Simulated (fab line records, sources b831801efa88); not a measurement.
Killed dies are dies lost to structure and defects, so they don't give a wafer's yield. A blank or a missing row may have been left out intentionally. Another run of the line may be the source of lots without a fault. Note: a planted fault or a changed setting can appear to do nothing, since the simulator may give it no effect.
Which tool is to blame? + flow sfq line + 45 wafers from 15 lots sampled at 2 of the route's 325 steps

WHAT EACH GAUGE READ, for each wafer
Not one reading of a measure or inspect step in the record can be checked against a usual standard deviation.

WHICH TOOL RAN EACH LOT (tool, then ch and the chambers of the sampled wafers, then the start)
| lot  | SFQ_TRILAYER_I2_DEP_PECVD_063   | SFQ_TRILAYER_I2_CMP_CMP_064   |
|------|---------------------------------|-------------------------------|
| L933 | pecvd-02 ch 1,2, day 22 12:18   | cmp-01 ch 0,2,3, day 23 04:11 |
| L935 | pecvd-02 ch 0,1,2, day 23 12:18 | cmp-02 ch 1,2,3, day 23 23:53 |
| L936 | pecvd-01 ch 0,1, day 23 20:28   | cmp-01 ch 0,1,3, day 24 08:11 |
| L937 | pecvd-04 ch 0,1,2, day 24 09:56 | cmp-02 ch 0,1, day 24 21:23   |
| L938 | pecvd-01 ch 0,1,2, day 25 03:36 | cmp-02 ch 0,2, day 25 15:23   |
| L942 | pecvd-04 ch 0,2, day 33 03:07   | cmp-01 ch 0,2,3, day 33 16:47 |
| L944 | pecvd-04 ch 0,1,2, day 33 13:57 | cmp-01 ch 0,1, day 34 09:47   |
| L945 | pecvd-02 ch 1,2, day 33 16:19   | cmp-01 ch 0,2,3, day 34 14:17 |
| L946 | pecvd-04 ch 0,1, day 33 18:43   | cmp-01 ch 0,1,2, day 34 18:47 |
| L947 | pecvd-04 ch 0,1,2, day 34 12:14 | cmp-02 ch 0,2,3, day 35 18:41 |
| L952 | pecvd-01 ch 1,2, day 36 04:24   | cmp-01 ch 0,2,3, day 37 19:17 |
| L953 | pecvd-01 ch 1,2, day 36 13:22   | cmp-02 ch 1,2,3, day 38 02:41 |
| L954 | pecvd-04 ch 0,1,2, day 37 06:33 | cmp-01 ch 1,2,3, day 38 22:17 |
| L955 | pecvd-02 ch 0,1, day 37 15:06   | cmp-02 ch 0,1,3, day 39 09:11 |
| L956 | pecvd-04 ch 0,1,2, day 37 19:57 | cmp-01 ch 0,1,2, day 39 12:11 |
- SFQ_TRILAYER_I2_DEP_PECVD_063: deposits SiO2 from SiH4/N2O, time 111.11 s, target thk 500 nm.
- SFQ_TRILAYER_I2_CMP_CMP_064: polishes SiO2.

WHAT THE TOOLS THEMSELVES READ (means of the sampled wafers that have a number; where no wafer has one, the mark that the record gives instead)
SFQ_TRILAYER_I2_DEP_PECVD_063.
| lot  | tool     | heater power w (W) | rf fwd power W (W) | showerhead vpp V (V) | throttle valve pct (%) |
|------|----------|--------------------|--------------------|----------------------|------------------------|
| L933 | pecvd-02 | 84                 | 182.6              | 825                  | 24.5                   |
| L935 | pecvd-02 | 90                 | 182.8              | 851                  | 24.7                   |
| L936 | pecvd-01 | 83                 | 182.6              | 837                  | 24.5                   |
| L937 | pecvd-04 | 95                 | 182.0              | 848                  | 24.3                   |
| L938 | pecvd-01 | 82                 | 182.0              | 819                  | 24.6                   |
| L942 | pecvd-04 | 65                 | 182.8              | 869                  | 24.7                   |
| L944 | pecvd-04 | 67                 | 255.3              | 1018                 | 24.1                   |
| L945 | pecvd-02 | 84                 | 182.5              | 833                  | 23.6                   |
| L946 | pecvd-04 | 52                 | 256.3              | 1038                 | 24.6                   |
| L947 | pecvd-04 | 67                 | 255.8              | 1008                 | 24.3                   |
| L952 | pecvd-01 | 81                 | 182.1              | 832                  | 25.4                   |
| L953 | pecvd-01 | 85                 | 182.5              | 815                  | 25.1                   |
| L954 | pecvd-04 | 94                 | 182.1              | 845                  | 24.3                   |
| L955 | pecvd-02 | 82                 | 182.6              | 843                  | 24.0                   |
| L956 | pecvd-04 | 98                 | 182.5              | 853                  | 24.1                   |

SFQ_TRILAYER_I2_CMP_CMP_064.
| lot  | tool   | head pressure psi (psi) | motor current A (A) | time to endpoint s (s) |
|------|--------|-------------------------|---------------------|------------------------|
| L933 | cmp-01 | 3.004                   | 10.0                | 204                    |
| L935 | cmp-02 | 2.996                   | 9.7                 | 217                    |
| L936 | cmp-01 | 2.999                   | 10.7                | 210                    |
| L937 | cmp-02 | 3.002                   | 9.2                 | 223                    |
| L938 | cmp-02 | 2.997                   | 9.8                 | 205                    |
| L942 | cmp-01 | 3.007                   | 9.5                 | 209                    |
| L944 | cmp-01 | 3.001                   | 10.5                | 252                    |
| L945 | cmp-01 | 3.006                   | 9.7                 | 209                    |
| L946 | cmp-01 | 2.997                   | 10.4                | 242                    |
| L947 | cmp-02 | 3.000                   | 9.8                 | 248                    |
| L952 | cmp-01 | 3.000                   | 9.8                 | 203                    |
| L953 | cmp-02 | 3.002                   | 9.6                 | 216                    |
| L954 | cmp-01 | 3.001                   | 10.3                | 210                    |
| L955 | cmp-02 | 2.999                   | 9.2                 | 214                    |
| L956 | cmp-01 | 2.992                   | 10.3                | 198                    |

THE ANSWER, worked out from the rows above alone
Rule: the usual values come from the lots themselves. Put in order of their means at a reading, lots are off if they are a third of the lots or fewer, leave a main group of 4 or more, and stand apart from it by a gap of 3 or more times the standard deviation of the main group's means; of several such gaps the widest counts. A main group whose means are all the same, to the digits that the tables above print for the reading, isn't used. Also off: a lot with no number at a reading for which 4 or more lots have one. Any other lot the step has rows for is counted as sound. After the gauges, taken in route order, come the tools' own readings; for these a lot's mean is taken, as printed above. At the first step where some lot is off, the reading lying furthest off is the one used; lots without a number count as furthest.
Off, at SFQ_TRILAYER_I2_DEP_PECVD_063 on rf fwd power W: L944, L946, L947. Mean 182.4 W and standard deviation 0.28 in the main group.
A tool fits if, at that step or a process step before it, it ran every lot that is off, and no sound lot after the first of them. No candidate that was tried fits.

WHAT THE SIMULATOR HAD INSERTED
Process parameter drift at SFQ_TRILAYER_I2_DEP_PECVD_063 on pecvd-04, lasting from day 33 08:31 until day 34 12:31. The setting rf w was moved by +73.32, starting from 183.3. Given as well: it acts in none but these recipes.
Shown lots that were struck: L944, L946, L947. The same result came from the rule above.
